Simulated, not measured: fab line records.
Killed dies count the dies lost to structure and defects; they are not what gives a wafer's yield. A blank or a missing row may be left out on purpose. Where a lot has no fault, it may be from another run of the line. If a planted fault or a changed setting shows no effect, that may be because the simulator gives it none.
fab line records	flow sky130
record: lots: 13	wafers: 39	last_day: 50
route steps=708 shown POLY_GATE@217 POLY_CUT@318 VIA1@472 METAL3@569 VIA3@574
lots with no fault: from the same line, run without faults
start_h: hours from the record's first day to the start of the lot's first wafer shown	wait_h: hours elapsed since this lot's preceding step	" unchanged from the row above	L1.1+2: a single row standing in for several wafers	- either no value or no given start	* or withheld: withheld	< > ~ a bound
route shown NAME@n: a module of which the file shows steps, and the number in the route of the first	usual: average and standard deviation across the fault-free wafers	same: alike in all rows	chamber/n: place in a boat	sites: the reading at each site	_std_site: how widely they spread, as a standard deviation	_edge_site: inner sites' mean taken away from outer sites' mean	radius_mm: how far each site lies from the wafer's centre	mask NAME#n: copy n	behind: the most recent tool/chamber to have shaped the wafer	hold: the reason the lot was held/the length of the hold in hours/how it ended	device: which transistor (n, p or np) failed to switch	end of line: tests run on the same wafers once the route is complete	for a step that has no rows: nothing shown but its recipe	killed: count of dies lost to structure and defects at first sort (not the wafer's yield)	map: a wafer's dies, x killed, . not, _ none there
set.NAME: the run value of the setting; set.NAME@STEP: its run value at that earlier step	model.NAME: the simulator's own value behind a step, which no gauge read
one table for each step of the route and one row for each wafer, over a sample of lots
services: from which hour (start_h, from the record's first day; less than 0 if before it) a tool's chamber was out of use, for how many hours, and why
== steps ==
step: SKY_POLY_GATE_CVD_03
recipe: material: Si3N4	precursor: DCS/NH3	target_thk_nm: 75	temp_c: 770	time_s: 1290	pressure_mtorr: 250
usual: spike_tc_bottom_C: 787/3.6
lot.wafer	tool	chamber	start_h	wait_h	spike_tc_bottom_C
L835.2	lpcvd-02	0	341.44	0.3	782
L835.3	"	0	"	"	783
L835.6	"	0	"	"	782
L836.3	lpcvd-02	1	351.03	0.0	789
L836.5	"	1	"	"	790
L836.6	"	1	"	"	787
L838.1	lpcvd-02	0	378.48	1.5	783
L838.4	"	0	"	"	782
L838.6	"	0	"	"	780
L846.1	lpcvd-02	0	441.73	0.0	782
L846.2	"	0	"	"	782
L846.5	"	0	"	"	780
L847.2	lpcvd-02	1	451.94	0.0	789
L847.3	"	1	"	"	789
L847.5	"	1	"	"	788
L848.3	lpcvd-02	1	458.23	0.3	789
L848.5	"	1	"	"	791
L848.6	"	1	"	"	789
L849.1	lpcvd-02	1	469.63	0.0	788
L849.2	"	1	"	"	788
L849.4	"	1	"	"	790
L850.2	lpcvd-02	1	473.31	1.0	790
L850.3	"	1	"	"	787
L850.5	"	1	"	"	789
L851.3	lpcvd-02	1	487.88	0.3	789
L851.4	"	1	"	"	789
L851.6	"	1	"	"	790
L853.2	lpcvd-02	1	506.82	0.0	790
L853.3	"	1	"	"	790
L853.4	"	1	"	"	788
L855.3	lpcvd-02	0	519.95	3.3	781
L855.4	"	0	"	"	782
L855.5	"	0	"	"	782
L856.2	lpcvd-02	0	531.80	1.5	782
L856.3	"	0	"	"	781
L856.4	"	0	"	"	781
L857.1	lpcvd-02	1	535.94	0.0	789
L857.3	"	1	"	"	789
L857.4	"	1	"	"	788
step: SKY_POLY_GATE_THK_MEAS_04
recipe: reads: Si3N4_of_POLY_GATE_CVD_03
usual: POLY_GATE_CVD_03_THK: 75.0/0.7
lot.wafer	tool	chamber	start_h	wait_h	POLY_GATE_CVD_03_THK[nm]
L835.2	film_metro-03	-	342.81	0.0	75.5
L835.3	"	-	"	"	75.4
L835.6	"	-	"	"	75.5
L836.3	film_metro-03	-	352.41	0.0	74.0
L836.5	"	-	"	"	74.3
L836.6	"	-	"	"	73.3
L838.1	film_metro-04	-	379.84	0.0	98.3
L838.4	"	-	"	"	98.8
L838.6	"	-	"	"	98.8
L846.1	film_metro-03	-	443.09	0.0	75.7
L846.2	"	-	"	"	76.2
L846.5	"	-	"	"	76.5
L847.2	film_metro-01	-	453.31	0.0	75.7
L847.3	"	-	"	"	75.9
L847.5	"	-	"	"	76.7
L848.3	film_metro-03	-	459.61	0.0	74.9
L848.5	"	-	"	"	74.5
L848.6	"	-	"	"	76.2
L849.1	film_metro-04	-	470.99	0.0	75.1
L849.2	"	-	"	"	74.8
L849.4	"	-	"	"	75.0
L850.2	film_metro-04	-	474.68	0.0	74.8
L850.3	"	-	"	"	74.3
L850.5	"	-	"	"	74.8
L851.3	film_metro-04	-	489.93	0.0	73.5
L851.4	"	-	"	"	74.0
L851.6	"	-	"	"	73.9
L853.2	film_metro-04	-	508.87	0.0	74.9
L853.3	"	-	"	"	74.6
L853.4	"	-	"	"	74.4
L855.3	film_metro-01	-	522.00	0.0	74.1
L855.4	"	-	"	"	73.8
L855.5	"	-	"	"	74.0
L856.2	film_metro-04	-	533.84	0.0	75.2
L856.3	"	-	"	"	75.4
L856.4	"	-	"	"	75.1
L857.1	film_metro-03	-	537.98	0.0	74.8
L857.3	"	-	"	"	73.9
L857.4	"	-	"	"	74.9
step: SKY_POLY_GATE_ETCH_16
recipe: stop_on: poly-Si	chemistry: CH3F/O2	target: Si3N4	source_w: 400	bias_w: 77.86	pressure_mtorr: 25	ch3f_flow_sccm: 40	O2_flow_sccm: 30	time_s: 147.5	target_depth_a: 750
usual: drypump_motor_current_A: 5.6/0.41	oes_product_au: 0.641/0.0051	rf_fwd_power_W: 398.6/1.4	throttle_valve_pct: 10.533/0.0096
lot.wafer	tool	chamber	start_h	wait_h	drypump_motor_current_A	oes_product_au	rf_fwd_power_W	rf_hours_counter_h	throttle_valve_pct
L835.2	rie_diel-01	3	369.87	0.0	5.5	0.646	401.9	59	10.541
L835.3	"	2	"	"	5.7	0.632	398.7	56	10.538
L835.6	"	2	"	"	5.7	0.637	398.5	-	10.537
L836.3	rie_diel-03	3	380.66	0.0	5.4	0.637	400.1	28	10.514
L836.5	"	0	"	"	6.2	0.638	398.1	-	10.520
L836.6	"	1	"	"	5.4	0.632	398.7	-	10.525
L838.1	rie_diel-01	2	409.82	0.0	5.7	0.723	399.9	57	10.547
L838.4	"	3	"	"	5.6	0.722	399.3	60	10.554
L838.6	"	1	"	"	6.0	0.727	397.0	-	10.551
L846.1	rie_diel-04	1	474.40	0.0	5.5	0.638	395.9	4	10.529
L846.2	"	3	"	"	6.1	0.641	396.2	14	10.528
L846.5	"	2	"	"	5.0	0.656	399.4	-	10.532
L847.2	rie_diel-03	0	484.45	0.0	6.2	0.644	399.8	3	10.518
L847.3	"	2	"	"	4.7	0.644	397.2	10	10.539
L847.5	"	2	"	"	4.7	0.651	397.8	-	10.540
L848.3	rie_diel-01	2	491.02	0.0	5.7	0.644	399.2	58	10.525
L848.5	"	0	"	"	5.6	0.648	398.3	-	10.537
L848.6	"	1	"	"	6.0	0.653	402.1	-	10.551
L849.1	rie_diel-01	1	502.55	0.0	6.0	0.637	396.6	4	10.551
L849.2	"	2	"	"	5.7	0.636	398.3	58	10.526
L849.4	"	0	"	"	5.6	0.646	399.4	-	10.517
L850.2	rie_diel-03	3	506.37	0.0	5.4	0.645	399.8	31	10.529
L850.3	"	0	"	"	6.2	0.641	399.1	4	10.525
L850.5	"	0	"	"	6.2	0.639	397.2	-	10.516
L851.3	rie_diel-04	0	521.17	0.0	6.1	0.633	400.5	8	10.538
L851.4	"	3	"	"	6.1	0.640	397.0	15	10.529
L851.6	"	1	"	"	5.5	0.638	396.7	-	10.533
L853.2	rie_diel-01	3	539.47	0.0	5.5	0.645	398.3	63	10.527
L853.3	"	2	"	"	5.7	0.634	400.7	59	10.532
L853.4	"	1	"	"	6.0	0.640	397.5	5	10.520
L855.3	rie_diel-01	0	552.55	0.0	5.6	0.644	399.9	2	10.548
L855.4	"	2	"	"	5.7	0.631	400.2	60	10.533
L855.5	"	3	"	"	5.6	0.633	399.0	-	10.541
L856.2	rie_diel-04	2	564.77	0.0	5.1	0.639	399.4	15	10.514
L856.3	"	3	"	"	6.1	0.637	396.6	15	10.546
L856.4	"	0	"	"	6.0	0.640	399.3	9	10.522
L857.1	rie_diel-04	2	568.70	0.0	5.0	0.634	400.2	15	10.533
L857.3	"	3	"	"	6.1	0.630	396.8	16	10.534
L857.4	"	1	"	"	5.5	0.637	398.8	6	10.532
step: SKY_POLY_CUT_ETCH_11
recipe: target: Si3N4	chemistry: CF4/CH2F2/Ar	stop_on: poly-Si	source_w: 600	bias_w: 150	pressure_mtorr: 40	cf4_flow_sccm: 40	ch2f2_flow_sccm: 20	Ar_flow_sccm: 150	time_s: 42.5	target_depth_a: 600
usual: drypump_motor_current_A: 5.6/0.41	oes_product_au: 0.829/0.0061	rf_fwd_power_W: 593.8/2.3	throttle_valve_pct: 14.993/0.0084
lot.wafer	tool	chamber	start_h	wait_h	drypump_motor_current_A	oes_product_au	rf_fwd_power_W	rf_hours_counter_h	throttle_valve_pct
L835.2	rie_diel-04	2	560.87	0.0	5.0	0.828	594.3	15	14.989
L835.3	"	0	"	"	6.1	0.827	594.6	9	15.008
L835.6	"	1	"	"	5.6	0.834	594.8	-	14.990
L836.3	rie_diel-02	2	572.73	0.0	5.4	0.825	591.0	5	14.983
L836.5	"	2	"	"	5.4	0.832	590.3	-	14.997
L836.6	"	1	"	"	5.3	0.821	595.9	-	14.996
L838.1	rie_diel-04	1	600.03	0.0	5.6	0.964	594.5	6	14.998
L838.4	"	3	"	"	6.1	0.975	592.3	16	15.019
L838.6	"	0	"	"	6.1	0.972	593.8	-	15.023
L846.1	rie_diel-01	2	659.75	0.0	5.7	0.841	597.1	62	14.984
L846.2	"	0	"	"	5.6	0.839	591.2	4	15.000
L846.5	"	0	"	"	5.7	0.832	593.8	-	14.995
L847.2	rie_diel-04	1	668.12	0.0	5.6	0.827	596.2	8	14.992
L847.3	"	2	"	"	5.0	0.837	593.7	17	15.003
L847.5	"	1	"	"	5.6	0.844	596.2	-	15.004
L848.3	rie_diel-04	3	673.12	0.0	6.1	0.822	590.6	18	14.977
L848.5	"	0	"	"	6.1	0.834	594.6	-	14.999
L848.6	"	1	"	"	5.6	0.830	592.4	-	14.994
L849.1	rie_diel-01	1	685.17	0.0	6.0	0.829	599.0	8	14.996
L849.2	"	2	"	"	5.7	0.828	592.3	63	15.008
L849.4	"	0	"	"	5.7	0.831	595.7	6	14.999
L850.2	rie_diel-01	0	686.42	0.0	5.6	0.830	594.3	6	14.991
L850.3	"	3	"	"	5.6	0.831	593.6	0	14.997
L850.5	"	0	"	"	5.6	0.824	593.9	-	15.008
L851.3	rie_diel-04	2	702.03	0.0	5.0	0.824	593.5	18	14.999
L851.4	"	3	"	"	6.1	0.825	589.2	18	14.997
L851.6	"	2	"	"	5.0	0.827	593.4	-	14.987
L853.2	rie_diel-01	3	719.22	0.0	5.5	0.829	591.0	1	14.996
L853.3	"	0	"	"	5.6	0.824	594.3	7	14.996
L853.4	"	1	"	"	6.0	0.825	597.4	-	14.995
L855.3	rie_diel-04	3	731.62	0.0	6.1	0.822	590.2	19	14.993
L855.4	"	1	"	"	5.5	0.822	595.9	9	14.996
L855.5	"	0	"	"	6.1	0.829	595.4	-	14.998
L856.2	rie_diel-02	0	738.77	0.0	5.3	0.825	593.0	4	15.002
L856.3	"	1	"	"	5.3	0.832	591.1	4	14.975
L856.4	"	3	"	"	4.7	0.826	593.2	6	14.982
L857.1	rie_diel-04	1	744.87	0.0	5.6	0.831	594.3	9	14.993
L857.3	"	3	"	"	6.1	0.819	589.7	19	14.996
L857.4	"	0	"	"	6.1	0.834	597.0	13	14.998
step: SKY_VIA1_ETCH_14
recipe: chemistry: N2/H2	target: BARC	ion_energy_ev: 200	source_w: 500	bias_w: 100	pressure_mtorr: 30	n2_flow_sccm: 100	h2_flow_sccm: 200	stop_on: SiO2	time_s: 45.9	target_depth_a: 600
usual: drypump_motor_current_A: 5.4/0.46	h2_flow_sccm: 200.0/0.58	oes_product_au: 0.854/0.0047	rf_fwd_power_W: 495.2/2.1	throttle_valve_pct: 13.225/0.0094
lot.wafer	tool	chamber	start_h	wait_h	drypump_motor_current_A	h2_flow_sccm	oes_product_au	rf_fwd_power_W	rf_hours_counter_h	throttle_valve_pct
L835.2	rie_diel-04	2	794.48	0.0	5.0	199.7	0.849	493.3	21	13.220
L835.3	"	1	"	"	5.5	199.6	0.846	493.9	11	13.225
L835.6	"	0	"	"	6.1	200.1	0.852	495.8	-	13.222
L836.3	rie_diel-04	1	804.69	0.0	5.6	200.1	0.851	495.1	11	13.222
L836.5	"	1	"	"	5.6	200.7	0.855	494.3	-	13.218
L836.6	"	2	"	"	5.0	200.4	0.854	494.0	-	13.221
L838.1	rie_diel-04	3	826.83	0.0	6.1	200.0	0.853	492.3	22	13.207
L838.4	"	2	"	"	5.0	199.2	0.855	495.8	22	13.229
L838.6	"	2	"	"	5.0	199.2	0.842	496.0	-	13.232
L846.1	rie_diel-02	3	884.18	0.0	4.7	201.0	0.860	494.7	9	13.222
L846.2	"	1	"	"	5.3	199.8	0.853	492.5	7	13.206
L846.5	"	0	"	"	5.3	200.7	0.854	495.6	-	13.226
L847.2	rie_diel-02	1	888.98	0.0	5.3	200.3	0.857	497.9	7	13.228
L847.3	"	3	"	"	4.7	199.4	0.850	495.3	9	13.245
L847.5	"	2	"	"	5.3	200.0	0.850	492.6	-	13.233
L848.3	rie_diel-02	3	896.78	0.0	4.6	200.5	0.853	494.4	9	13.235
L848.5	"	1	"	"	5.3	200.2	0.856	493.7	-	13.237
L848.6	"	0	"	"	5.3	200.7	0.860	496.9	-	13.216
L849.1	rie_diel-02	3	904.34	0.0	4.6	200.3	0.853	495.9	10	13.239
L849.2	"	2	"	"	5.3	199.9	0.845	490.6	11	13.236
L849.4	"	0	"	"	5.3	200.7	0.857	493.4	8	13.217
L850.2	rie_diel-02	3	907.28	0.0	4.6	198.7	0.848	496.3	10	13.233
L850.3	"	1	"	"	5.3	200.3	0.849	496.9	8	13.229
L850.5	"	0	"	"	5.3	200.1	0.852	496.2	-	13.231
L851.3	rie_diel-03	3	922.14	0.0	5.4	199.4	0.855	496.4	3	13.242
L851.4	"	1	"	"	5.4	199.2	0.852	498.2	13	13.211
L851.6	"	3	"	"	5.4	200.1	0.849	495.0	-	13.228
L853.2	rie_diel-03	2	934.93	0.0	4.7	200.7	0.854	497.1	21	13.235
L853.3	"	0	"	"	6.2	200.4	0.851	494.7	15	13.224
L853.4	"	1	"	"	5.4	200.5	0.857	495.2	13	13.222
L855.3	rie_diel-04	2	944.63	0.0	5.0	200.6	0.855	493.3	26	13.217
L855.4	"	3	"	"	6.1	199.8	0.866	494.3	25	13.234
L855.5	"	2	"	"	5.0	199.6	0.862	493.9	-	13.230
L856.2	rie_diel-04	0	952.23	0.0	6.1	200.4	0.853	497.0	20	13.241
L856.3	"	2	"	"	5.0	198.8	0.854	497.8	26	13.234
L856.4	"	3	"	"	6.1	200.6	0.863	494.8	26	13.230
L857.1	rie_diel-03	1	958.08	0.0	5.4	200.1	0.852	494.2	14	13.233
L857.3	"	0	"	"	6.2	200.3	0.852	495.1	16	13.216
L857.4	"	2	"	"	4.7	199.7	0.861	494.5	22	13.230
step: SKY_METAL3_STRIP_19
recipe: chemistry: O2/N2	power_w: 1400	pressure_mtorr: 1500	platen_temp_c: withheld	o2_flow_sccm: 3000	n2_flow_sccm: 300	overash_fraction: 0.5
usual: drypump_motor_current_A: 5.6/0.46	oes_product_au: 0.501/0.0059	strip_time_to_endpoint_s: 6.52/0.089
lot.wafer	tool	chamber	start_h	wait_h	drypump_motor_current_A	oes_product_au	rf_hours_counter_h	strip_time_to_endpoint_s
L835.2	plasma_asher-02	1	903.97	0.1	5.7	0.501	105	6.43
L835.3	"	1	"	"	5.8	0.504	-	6.52
L835.6	"	0	"	"	6.4	0.502	-	6.42
L836.3	plasma_asher-03	1	914.78	0.2	5.4	0.499	-	6.60
L836.5	"	1	"	"	5.4	0.505	-	6.55
L836.6	"	0	"	"	6.3	0.501	-	6.51
L838.1	plasma_asher-02	1	934.41	0.1	5.8	0.509	109	6.54
L838.4	"	0	"	"	6.4	0.487	-	6.37
L838.6	"	0	"	"	6.4	0.494	-	6.47
L846.1	plasma_asher-03	1	987.31	0.1	5.4	0.500	23	6.49
L846.2	"	0	"	"	6.3	0.502	23	6.51
L846.5	"	1	"	"	5.4	0.499	-	6.44
L847.2	plasma_asher-01	1	994.37	0.1	5.6	0.506	88	6.48
L847.3	"	0	"	"	5.1	0.497	-	6.57
L847.5	"	0	"	"	5.0	0.498	-	6.51
L848.3	plasma_asher-03	0	999.69	0.1	6.3	0.503	-	6.56
L848.5	"	0	"	"	6.3	0.490	-	6.45
L848.6	"	1	"	"	5.4	0.510	-	6.57
L849.1	plasma_asher-03	0	1006.56	0.1	6.3	0.489	26	6.46
L849.2	"	1	"	"	5.4	0.500	26	6.45
L849.4	"	0	"	"	6.3	0.496	-	6.43
L850.2	plasma_asher-01	0	1008.01	0.1	5.1	0.501	90	6.53
L850.3	"	0	"	"	5.1	0.503	-	6.62
L850.5	"	1	"	"	5.7	0.512	-	6.61
L851.3	plasma_asher-01	1	1021.99	0.1	5.6	0.502	-	6.44
L851.4	"	0	"	"	5.1	0.499	-	6.46
L851.6	"	0	"	"	5.1	0.498	-	6.45
L853.2	plasma_asher-03	1	1034.74	0.1	5.4	0.497	30	6.52
L853.3	"	1	"	"	5.4	0.510	-	6.53
L853.4	"	0	"	"	6.2	0.496	-	6.48
L855.3	plasma_asher-01	0	1042.95	0.1	5.1	0.499	-	6.50
L855.4	"	1	"	"	5.6	0.514	-	6.72
L855.5	"	1	"	"	5.6	0.504	-	6.54
L856.2	plasma_asher-03	0	1051.27	0.1	6.3	0.501	31	6.41
L856.3	"	1	"	"	5.4	0.508	-	6.53
L856.4	"	0	"	"	6.3	0.502	-	6.49
L857.1	plasma_asher-03	1	1055.86	0.1	5.4	0.498	32	6.48
L857.3	"	0	"	"	6.3	0.501	-	6.53
L857.4	"	1	"	"	5.4	0.497	-	6.46
step: SKY_VIA3_THK_MEAS_01
recipe: reads: SiO2_of_VIA3_HDPCVD_00
usual: VIA3_HDPCVD_THK: 1629/19
lot.wafer	tool	chamber	start_h	wait_h	VIA3_HDPCVD_THK[nm]
L835.2	film_metro-04	-	904.74	0.1	1634
L835.3	"	-	"	"	1608
L835.6	"	-	"	"	1625
L836.3	film_metro-03	-	915.52	0.1	1623
L836.5	"	-	"	"	1630
L836.6	"	-	"	"	1639
L838.1	film_metro-04	-	935.18	0.1	1671
L838.4	"	-	"	"	1635
L838.6	"	-	"	"	1641
L846.1	film_metro-04	-	988.07	0.1	1649
L846.2	"	-	"	"	1649
L846.5	"	-	"	"	1647
L847.2	film_metro-04	-	995.14	0.1	1621
L847.3	"	-	"	"	1610
L847.5	"	-	"	"	1627
L848.3	film_metro-03	-	1000.44	0.1	1623
L848.5	"	-	"	"	1633
L848.6	"	-	"	"	1633
L849.1	film_metro-03	-	1007.38	0.1	1638
L849.2	"	-	"	"	1616
L849.4	"	-	"	"	1620
L850.2	film_metro-03	-	1008.84	0.1	1619
L850.3	"	-	"	"	1618
L850.5	"	-	"	"	1647
L851.3	film_metro-04	-	1022.74	0.1	1577
L851.4	"	-	"	"	1622
L851.6	"	-	"	"	1628
L853.2	film_metro-03	-	1035.91	0.1	1645
L853.3	"	-	"	"	1630
L853.4	"	-	"	"	1621
L855.3	film_metro-04	-	1043.70	0.1	1648
L855.4	"	-	"	"	1614
L855.5	"	-	"	"	1607
L856.2	film_metro-03	-	1052.04	0.1	1632
L856.3	"	-	"	"	1624
L856.4	"	-	"	"	1630
L857.1	film_metro-01	-	1056.96	0.1	1646
L857.3	"	-	"	"	1611
L857.4	"	-	"	"	1620
== services ==
tool	chamber	start_h	hours	kind
rie_diel-04	2	319.26	7.2	repair
rie_diel-04	1	401.89	6.1	repair
rie_diel-04	-	402.33	10.0	pm
lpcvd-02	-	423.83	2.8	pm
rie_diel-01	2	433.16	10.9	repair
rie_diel-01	1	442.15	5.7	repair
rie_diel-04	3	460.77	9.6	repair
rie_diel-01	3	489.02	17.6	repair
rie_diel-04	3	580.80	5.7	repair
rie_diel-04	1	608.30	4.7	repair
rie_diel-01	3	610.31	2.6	repair
rie_diel-04	1	647.15	1.8	repair
lpcvd-02	-	658.28	6.0	pm
rie_diel-01	1	658.91	12.7	repair
rie_diel-01	2	685.24	14.9	repair
rie_diel-04	3	727.87	2.7	repair
rie_diel-04	-	788.30	1.8	repair
rie_diel-01	3	805.35	5.3	repair
rie_diel-01	2	839.68	6.2	repair
rie_diel-01	3	845.38	7.9	repair
rie_diel-01	-	933.75	2.8	pm
rie_diel-01	1	938.46	2.1	repair
lpcvd-02	-	954.83	1.4	repair
rie_diel-01	-	995.30	0.1	repair
== key ==
first_sign: step: SKY_POLY_GATE_THK_MEAS_04	reading: POLY_GATE_CVD_03_THK	direction: up	sigmas: 34	usual: 75.0	struck: 98.6
effect: step: SKY_POLY_GATE_ETCH_16	reading: oes_product_au	direction: up	sigmas: 16	usual: 0.641	struck: 0.724
effect: step: SKY_POLY_CUT_ETCH_11	reading: oes_product_au	direction: up	sigmas: 23	usual: 0.829	struck: 0.970
met_at SKY_POLY_GATE_CVD_03
struck_lots L838
struck_wafers L838.1,L838.4,L838.6
sort_left_out L838.1,L838.4,L838.6
tester_left_out L838
not_acting_at SKY_VIA1_ETCH_14,SKY_METAL3_STRIP_19,SKY_VIA3_THK_MEAS_01
onset_between 341.44 378.48
fault: kind: process_parameter_drift	tool: lpcvd-02	chamber: 0	onset_h: 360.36	steps: SKY_POLY_GATE_CVD_03	channel: target_thk_nm	offset: 22.49	shape: step	end_h: 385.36	acts_in: these_recipes_only	stated: 75
tester_left_out: of these lots the tester's yield and bins aren't shown, on N5 and GAA mostly nor the transistor test; their killed dies are dies lost to structure and defects alone, not to doping, threshold or leakage, so they don't give the yield
sort_left_out: the simulated sort isn't trusted on such a fault, so these wafers' sort isn't shown, and their yield isn't known
